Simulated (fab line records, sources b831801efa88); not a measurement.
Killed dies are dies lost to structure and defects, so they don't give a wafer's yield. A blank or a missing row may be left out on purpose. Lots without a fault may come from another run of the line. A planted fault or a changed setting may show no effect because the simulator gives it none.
One fault seen from 2 desks | flow sky130 | each desk has only its own numbers; what lay behind them comes last

THE TOOL OWNER'S DESK: hdpcvd-02
The tool's own readings at SKY_VIA1_HDPCVD_00 (deposits SiO2, target thk 1030 nm, time 171.7 s): means of the sampled wafers that have a number, for each lot that ran on this tool. A lot is out of limits, marked OUT, if its mean lies more than 4 standard deviations from the usual mean; the brackets give that distance.
Columns: A = pressure_mtorr at SKY_VIA1_HDPCVD_00, usual 6.000 mTorr; B = run_length_s at SKY_VIA1_HDPCVD_00, usual 199.5 s; C = susceptor_temp_C at SKY_VIA1_HDPCVD_00, usual 400.02 C
lot  | first seen here | A     | B               | C
L127 | day 32 09:04    | 5.991 | 199.8           | 400.00
L130 | day 33 07:16    | 5.999 | 199.3           | 399.97
L134 | day 34 13:58    | 6.006 | 199.6           | 399.82
L135 | day 34 16:47    | 6.008 | 199.1           | 399.84
L139 | day 36 01:00    | 6.011 | 189.6 (-21) OUT | 399.85
L147 | day 38 18:19    | 5.987 | 199.5           | 400.10
L146 | day 38 21:26    | 5.984 | 199.6           | 399.63
L148 | day 39 05:36    | 6.004 | 199.9           | 400.01
L149 | day 39 07:15    | 6.001 | 199.7           | 400.01
This desk's finding: out of limits on L139; first on L139, day 36 01:00 (run_length_s at SKY_VIA1_HDPCVD_00). In limits: L127, L130, L134, L135, L147, L146, L148, L149.

THE METROLOGY DESK
What the gauges read, lot by lot, whatever tool the lot ran on: means of the sampled wafers that have a number. A lot is out of limits, marked OUT, if its mean lies more than 4 standard deviations from the usual mean; the brackets give that distance.
Columns: A = LI_CONTACT_OVL at SKY_LI_CONTACT_OVL_MEAS_13, usual -1 nm; B = VIA1_HDPCVD_THK at SKY_VIA1_THK_MEAS_01, usual 1034 nm
lot  | first seen here | A   | B
L127 | day 28 19:03    | 0   | 1029
L130 | day 29 18:11    | 1   | 1024
L134 | day 31 03:08    | 4   | 1039
L135 | day 31 04:53    | 1   | 1045
L137 | day 31 23:41    | -12 | 1038
L139 | day 32 11:56    | 9   | 983
L147 | day 35 04:59    | 2   | 1017
L146 | day 35 07:02    | -7  | 1023
L148 | day 35 16:50    | 2   | 1031
L149 | day 35 18:38    | 2   | 1018
L150 | day 35 21:35    | 0   | 1038
This desk's finding: nothing out of limits on any of the 11 lots.

PUT TOGETHER
The tool owner's desk could have raised an alarm at day 36 01:00, on L139.
The metrology desk saw nothing out of limits.
The metrology desk has L139 on record, within its limits.
Of the lots named, all ran SKY_VIA1_HDPCVD_00 on hdpcvd-02.

WHAT THE SIMULATOR HAD PUT IN
Process parameter drift: hdpcvd-02, from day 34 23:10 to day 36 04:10, at SKY_VIA1_HDPCVD_00. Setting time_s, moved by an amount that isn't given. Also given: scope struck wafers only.
Lots struck among those shown: L139.
Hours from the fault's start to each desk's first reading out of limits: the tool owner's desk, 26.
